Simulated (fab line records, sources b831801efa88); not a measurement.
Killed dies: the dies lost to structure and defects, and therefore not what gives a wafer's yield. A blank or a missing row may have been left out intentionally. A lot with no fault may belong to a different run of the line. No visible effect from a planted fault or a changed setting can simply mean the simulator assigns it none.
Which tool was responsible? | flow gf180mcu | 13 lots, 39 wafers sampled, at 5 steps of a route of 602

== WHAT THE GAUGES SHOWED, per wafer ==
GF_SAB_CD_MEAS_09 targets a cd of 420 nm. Usual: cdNm 420.3 nm, standard deviation 2.3.
lot  | measured     | on       | cdNm (nm)         | flag
L575 | day 16 06:07 | cdSem-02 | 421.1 420.8 420.6 | 
L578 | day 17 12:15 | cdSem-02 | 421.6 420.6 421.6 | 
L580 | day 18 07:24 | cdSem-01 | 417.6 419.0 418.2 | 
L581 | day 18 03:53 | cdSem-02 | 417.6 415.6 417.9 | 
L582 | day 18 18:46 | cdSem-01 | 418.4 416.5 417.5 | 
L583 | day 19 10:20 | cdSem-01 | 422.2 421.0 421.0 | 
L586 | day 20 02:55 | cdSem-01 | 415.1 419.7 419.4 | 
L588 | day 20 19:46 | cdSem-02 | 426.0 423.3 424.9 | 
L590 | day 21 17:20 | cdSem-01 | 419.3 419.2 415.7 | 
L591 | day 22 01:07 | cdSem-01 | 422.4 422.6 420.7 | 
L592 | day 22 09:28 | cdSem-02 | 422.5 420.3 422.7 | 
L593 | day 22 15:37 | cdSem-02 | 421.2 419.0 420.9 | 
L595 | day 23 03:35 | cdSem-02 | 418.0 420.4 418.2 | 

GF_M2_CD_MEAS_14 targets a cd of 280 nm. Usual: cdNm 279.7 nm, standard deviation 1.3.
lot  | measured     | on       | cdNm (nm)         | flag
L575 | day 20 09:38 | cdSem-02 | 277.7 279.2 279.9 | 
L578 | day 21 19:36 | cdSem-01 | 279.6 280.2 280.0 | 
L580 | day 22 14:21 | cdSem-01 | 278.4 279.0 279.6 | 
L581 | day 22 09:51 | cdSem-01 | 280.0 281.2 280.6 | 
L582 | day 23 00:23 | cdSem-01 | 281.5 282.1 281.4 | 
L583 | day 24 00:32 | cdSem-01 | 281.5 281.4 280.6 | 
L586 | day 24 05:53 | cdSem-01 | 281.8 280.7 281.8 | 
L588 | day 25 01:46 | cdSem-01 | 279.3 278.9 281.3 | 
L590 | day 26 00:10 | cdSem-01 | 280.8 280.1 280.5 | 
L591 | day 26 02:05 | cdSem-01 | 279.2 279.3 279.3 | 
L592 | day 26 06:54 | cdSem-01 | 279.5 280.9 278.8 | 
L593 | day 26 19:10 | cdSem-01 | 281.1 281.0 279.6 | 
L595 | day 27 00:17 | cdSem-01 | 278.9 280.5 279.6 | 

== EACH LOT AND THE TOOL THAT RAN IT (in order: tool; ch and the chambers of the sampled wafers; start) ==
lot  | GF_MVSD_COAT_02                 | GF_MVSD_STRIP_10                   | GF_V1_ETCH_16
L575 | lithoTrack-04 ch 0, day 4 21:32 | plasmaAsher-01 ch 0,1, day 5 05:00 | rieDiel-04 ch 1,2, day 19 08:13
L578 | lithoTrack-01 ch 0, day 5 14:25 | plasmaAsher-04 ch 0,1, day 5 22:14 | rieDiel-04 ch 1,3, day 20 17:33
L580 | lithoTrack-04 ch 0, day 6 02:37 | plasmaAsher-01 ch 0, day 6 10:50   | rieDiel-02 ch 1,2,3, day 21 13:24
L581 | lithoTrack-03 ch 0, day 6 07:22 | plasmaAsher-01 ch 0,1, day 6 14:41 | rieDiel-01 ch 0,1,3, day 21 09:43
L582 | lithoTrack-03 ch 0, day 6 11:29 | plasmaAsher-02 ch 0,1, day 6 19:12 | rieDiel-02 ch 0,1,3, day 21 23:22
L583 | lithoTrack-03 ch 0, day 6 19:02 | plasmaAsher-04 ch 0,1, day 7 03:26 | rieDiel-01 ch 1,2,3, day 22 15:13
L586 | lithoTrack-03 ch 0, day 7 11:32 | plasmaAsher-04 ch 1, day 7 20:09   | rieDiel-04 ch 2,3, day 23 05:46
L588 | lithoTrack-04 ch 0, day 7 23:38 | plasmaAsher-04 ch 0,1, day 8 07:42 | rieDiel-02 ch 1,3, day 24 02:28
L590 | lithoTrack-01 ch 0, day 8 09:05 | plasmaAsher-01 ch 0,1, day 8 17:26 | rieDiel-04 ch 2,3, day 25 00:54
L591 | lithoTrack-04 ch 0, day 8 15:19 | plasmaAsher-01 ch 0,1, day 9 00:21 | rieDiel-01 ch 1,2, day 25 03:10
L592 | lithoTrack-04 ch 0, day 8 23:19 | plasmaAsher-01 ch 0,1, day 9 08:09 | rieDiel-02 ch 2,3, day 25 08:15
L593 | lithoTrack-01 ch 0, day 9 05:43 | plasmaAsher-02 ch 0,1, day 9 14:32 | rieDiel-01 ch 0,1,2, day 25 21:10
L595 | lithoTrack-03 ch 0, day 9 14:38 | plasmaAsher-04 ch 0,1, day 9 23:57 | rieDiel-02 ch 0,1,3, day 26 02:09
- GF_MVSD_COAT_02: resist thk 3000 nm.
- GF_MVSD_STRIP_10: strips in O2/N2.
- GF_V1_ETCH_16: etches BARC in N2/H2.

== AS READ BY THE TOOLS THEMSELVES (means over the sampled wafers that have a number; for cases with no such wafer, the mark the record gives instead) ==
GF_MVSD_STRIP_10. Usual: drypumpMotorCurrentA 5.9 A, standard deviation 0.33; heaterPowerW 310 W, standard deviation 40; oesProductAu 0.723 a.u., standard deviation 0.0045; stripTimeToEndpointS 36.95 s, standard deviation 0.094.
lot  | tool           | drypumpMotorCurrentA (A) | heaterPowerW (W) | oesProductAu (a.u.) | stripTimeToEndpointS (s) | flag
L575 | plasmaAsher-01 | 6.1                      | 277              | 0.717               | 36.96                    | 
L578 | plasmaAsher-04 | 5.4                      | 349              | 0.720               | 36.91                    | 
L580 | plasmaAsher-01 | 6.1                      | 276              | 0.723               | 36.98                    | 
L581 | plasmaAsher-01 | 6.1                      | 275              | 0.727               | 36.91                    | 
L582 | plasmaAsher-02 | 5.8                      | 349              | 0.724               | 36.91                    | 
L583 | plasmaAsher-04 | 5.6                      | 317              | 0.722               | 36.81                    | 
L586 | plasmaAsher-04 | 5.8                      | 290              | 0.727               | 37.00                    | 
L588 | plasmaAsher-04 | 5.6                      | 319              | 0.720               | 36.91                    | 
L590 | plasmaAsher-01 | 6.1                      | 278              | 0.730               | 37.01                    | 
L591 | plasmaAsher-01 | 6.1                      | 275              | 0.721               | 26.57                    | OFF
L592 | plasmaAsher-01 | 6.1                      | 274              | 0.722               | 26.69                    | OFF
L593 | plasmaAsher-02 | 5.8                      | 344              | 0.721               | 37.02                    | 
L595 | plasmaAsher-04 | 5.6                      | 320              | 0.721               | 36.86                    | 

GF_V1_ETCH_16. Usual: drypumpMotorCurrentA 5.6 A, standard deviation 0.36; oesProductAu 0.854 a.u., standard deviation 0.0045; throttleValvePct 13.224 %, standard deviation 0.0097.
lot  | tool       | drypumpMotorCurrentA (A) | oesProductAu (a.u.) | throttleValvePct (%) | flag
L575 | rieDiel-04 | 5.7                      | 0.850               | 13.231               | 
L578 | rieDiel-04 | 5.4                      | 0.855               | 13.226               | 
L580 | rieDiel-02 | 5.4                      | 0.855               | 13.212               | 
L581 | rieDiel-01 | 5.8                      | 0.853               | 13.223               | 
L582 | rieDiel-02 | 5.7                      | 0.850               | 13.220               | 
L583 | rieDiel-01 | 5.8                      | 0.850               | 13.230               | 
L586 | rieDiel-04 | 5.3                      | 0.856               | 13.219               | 
L588 | rieDiel-02 | 5.2                      | 0.857               | 13.228               | 
L590 | rieDiel-04 | 5.3                      | 0.855               | 13.234               | 
L591 | rieDiel-01 | 5.6                      | 0.854               | 13.220               | 
L592 | rieDiel-02 | 5.1                      | 0.853               | 13.216               | 
L593 | rieDiel-01 | 5.6                      | 0.859               | 13.220               | 
L595 | rieDiel-02 | 5.7                      | 0.856               | 13.226               | 

== THE ANSWER, worked out from the rows above alone ==
Rule: take the mean of a lot's wafers that have a number; if it is more than 3 standard deviations from the usual mean, the lot is off. Also off: a lot with no number at a reading for which 4 or more lots have one. The other lots that the step has rows for count as sound. After the gauges, taken in route order, come the tools' own readings; for these a lot's mean is taken, as printed above. At the first step where some lot is off, the reading lying furthest off is the one used; lots without a number count as furthest.
Off at GF_MVSD_STRIP_10 (stripTimeToEndpointS): L591, L592.
A tool fits if, at that step or a process step before it, it ran every lot that is off, and no sound lot after the first of them. Can't be told from this: 2 tools fit, lithoTrack-04 at GF_MVSD_COAT_02, plasmaAsher-01 at GF_MVSD_STRIP_10.

== WHAT THE SIMULATOR PUT IN ==
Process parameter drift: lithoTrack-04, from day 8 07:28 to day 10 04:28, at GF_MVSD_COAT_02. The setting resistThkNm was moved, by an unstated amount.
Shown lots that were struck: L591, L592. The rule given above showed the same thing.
